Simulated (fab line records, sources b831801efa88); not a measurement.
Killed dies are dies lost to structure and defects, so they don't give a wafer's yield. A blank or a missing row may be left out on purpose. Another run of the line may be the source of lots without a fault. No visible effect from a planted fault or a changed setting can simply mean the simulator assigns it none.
Struck lot and sound lot, side by side    flow sky130    43 steps out of a route of 708
Sound: the wafers L978.4, L978.5, L978.6. Struck: wafer L987.1. (L987.4 of the same lot was not struck and is left out.) The cause comes at the end.
Each step with rows lists, per side, the tool, then ch with its chambers, then its first start. Under that, the readings that differ: sound wafers    struck wafers    difference of the means    sigmas: that difference in standard deviations of wafers without a fault.
alike: readings with means less than 2 such deviations apart, plus words and numbers identical on both sides. not compared: withheld readings, readings lacking a value on some wafer, bounds such as >300 that could conceal the same value, and numbers that have no deviation in the record and whose values overlap.
A row with sigmas, a row that says differs or no value, or rows on one side alone: a step with any of these is where the two part. Numbers that have no deviation but don't overlap get no sigmas and don't part them. Lack of a reading on every wafer of one side parts them only where that side has two or more wafers.

SKY_GATE_OXIDE_TW_MEAS_14:
  sound on film_metro-02 at day 17 02:53; struck on film_metro-03 at day 20 10:40
  alike: GATE_OXIDE_TW
then, 3 steps without rows for these wafers: SKY_GATE_OXIDE_CLEAN_15 (cleans in SC1/SC2, time 150 s); SKY_GATE_OXIDE_OXIDATION_16 (stabilise 600 s, purge 300 s, target thk 3.57 nm); SKY_POLY_GATE_CVD_00 (deposits poly-Si, target thk 180 nm, time 720 s).
SKY_POLY_GATE_THK_MEAS_01:
  sound on film_metro-01 at day 17 06:32; struck on film_metro-01 at day 20 14:21
  alike: POLY_GATE_CVD_00_THK
then, 7 steps without rows for these wafers: SKY_RES_PROTECT_DEHYDRATE_00 (time 60 s); SKY_RES_PROTECT_HMDS_01 (prime time 60 s); SKY_RES_PROTECT_COAT_02 (resist thk 1140 nm); SKY_RES_PROTECT_SOFTBAKE_03 (time 60 s); SKY_RES_PROTECT_EXPOSE_04 (exposes mask RPM, target cd 1270 nm); SKY_RES_PROTECT_PEB_05; SKY_RES_PROTECT_DEVELOP_06 (develop time 60 s).
SKY_POLY_GATE_IMPLANT_02:
  sound on implanter-02 ch 0, day 18 12:04; struck on implanter-03 ch 0, day 21 21:13
  alike: faraday_current_uA
SKY_RES_PROTECT_STRIP_07: strips in O2/N2.
  sound on plasma_asher-02 ch 0,1, day 18 12:11; struck on plasma_asher-01 ch 0, day 21 21:22
reading                 sound  struck  difference                    sigmas
rf_hours_counter_h (h)  - - -  37      no value on the sound wafers  
  alike: drypump_motor_current_A, oes_product_au, strip_time_to_endpoint_s
SKY_RES_PROTECT_TW_MEAS_08:
  sound on film_metro-04 at day 18 12:16; struck on film_metro-02 at day 21 21:28
reading       sound           struck  difference  sigmas
POLY_GATE_TW  4004 4000 3994  4063    +64         +2
then, 2 steps without rows for these wafers: SKY_RES_PROTECT_CLEAN_09 (cleans in SC1/SC2, time 150 s); SKY_POLY_GATE_CVD_03 (deposits Si3N4 from DCS/NH3, target thk 75 nm, time 1290 s).
SKY_POLY_GATE_THK_MEAS_04:
  sound on film_metro-02 at day 18 14:08; struck on film_metro-01 at day 22 01:27
  alike: POLY_GATE_CVD_03_THK
then, 8 steps without rows for these wafers: SKY_POLY_GATE_DEHYDRATE_05 (time 60 s); SKY_POLY_GATE_HMDS_06 (prime time 60 s); SKY_POLY_GATE_COAT_07 (resist thk 110 nm); SKY_POLY_GATE_COAT_08 (resist thk 450 nm); SKY_POLY_GATE_SOFTBAKE_09 (time 90 s); SKY_POLY_GATE_EXPOSE_10 (exposes mask P1M, target cd 150 nm); SKY_POLY_GATE_PEB_11; SKY_POLY_GATE_DEVELOP_12 (develop time 60 s).
SKY_POLY_GATE_CD_MEAS_13 targets a cd of 150 nm.
  sound on cd_sem-02 at day 19 20:56; struck on cd_sem-02 at day 23 08:07
  alike: cd_nm
SKY_POLY_GATE_OVL_MEAS_14:
  sound on overlay-01 at day 19 21:01; struck on overlay-02 at day 23 08:14
reading             sound  struck  difference  sigmas
POLY_GATE_OVL (nm)  4 9 3  -9      -14         -3
SKY_POLY_GATE_ETCH_15: etches BARC in N2/H2, stops on SiO2, time 118.5 s, target depth 110 nm.
  sound on rie_diel-03 ch 0,2,3, day 19 21:02; struck on rie_diel-02 ch 0, day 23 08:16
  alike: drypump_motor_current_A, oes_product_au, throttle_valve_pct
  not compared: rf_hours_counter_h
SKY_POLY_GATE_ETCH_16: etches Si3N4 in CH3F/O2, stops on poly-Si, time 147.5 s, target depth 75 nm.
  sound on rie_diel-03 ch 0,2,3, day 19 21:07; struck on rie_diel-02 ch 0, day 23 08:21
  alike: O2_flow_sccm, drypump_motor_current_A, oes_product_au, throttle_valve_pct
  not compared: rf_hours_counter_h
SKY_POLY_GATE_ETCH_17: etches poly-Si in HBr/Cl2, stops on SiO2, target depth 180 nm, time 70.5 s.
  sound on rie_si-01 ch 0,3, day 19 21:13; struck on rie_si-01 ch 2, day 23 08:27
reading              sound              struck  difference  sigmas
mfc_cl2_sccm (sccm)  49.83 49.92 49.65  50.31   +0.51       +3
  alike: drypump_motor_current_A, oes_product_au, throttle_valve_pct
  not compared: rf_hours_counter_h
SKY_POLY_GATE_STRIP_18: strips in O2/N2.
  sound on plasma_asher-03 ch 0,1, day 19 21:18; struck on plasma_asher-03 ch 1, day 23 08:31
reading                 sound  struck  difference                    sigmas
rf_hours_counter_h (h)  - - -  9       no value on the sound wafers  
  alike: drypump_motor_current_A, oes_product_au, strip_time_to_endpoint_s
then, 2 steps without rows for these wafers: SKY_POLY_GATE_CLEAN_19 (cleans in SC1/SC2, time 150 s); SKY_POLY_GATE_OXIDATION_20 (stabilise 600 s, purge 300 s, target thk 4 nm).
SKY_POLY_GATE_THK_MEAS_21:
  sound on film_metro-02 at day 19 22:42; struck on film_metro-01 at day 23 10:52
  alike: POLY_GATE_OXIDATION_THK
SKY_POLY_GATE_CD_MEAS_22:
  sound on cd_sem-02 at day 19 22:49; struck on cd_sem-02 at day 23 10:55
  alike: cd_nm
then, 6 steps without rows for these wafers: SKY_LDD_N_DEHYDRATE_00 (time 60 s); SKY_LDD_N_HMDS_01 (prime time 60 s); SKY_LDD_N_COAT_02 (resist thk 300 nm); SKY_LDD_N_SOFTBAKE_03 (time 60 s); SKY_LDD_N_EXPOSE_04 (exposes mask NTM, target cd 840 nm); SKY_LDD_N_PEB_05.
-- the record jumps here: 27 days lie between the struck wafers' starts before and after (it left off in module LDD_N and takes up again in module PAD_OPEN, whose first step shown is number 708 of the route) --
SKY_PAD_OPEN_PROBE_99:
  sound on prober-02 at day 48 16:38; struck on prober-01 at day 50 19:10
reading                               sound              struck  difference  sigmas
killed_at_M4_up                       5 3 2              7       +4          +2
killed_at_other                       0 0 0              1       +1          +2
model.etest.res_poly.rs_ohm_sq_range  1.127 1.603 1.676  8.588   +7.119      
  alike: killed_at_M0_to_M3, killed_at_contacts, killed_at_front_end, killed_dies, killed_open, killed_short

== WHERE THEY PART ==
Last at SKY_PAD_OPEN_PROBE_99 as far as this record goes, first at SKY_RES_PROTECT_STRIP_07.

WHY: the cause the simulator had injected
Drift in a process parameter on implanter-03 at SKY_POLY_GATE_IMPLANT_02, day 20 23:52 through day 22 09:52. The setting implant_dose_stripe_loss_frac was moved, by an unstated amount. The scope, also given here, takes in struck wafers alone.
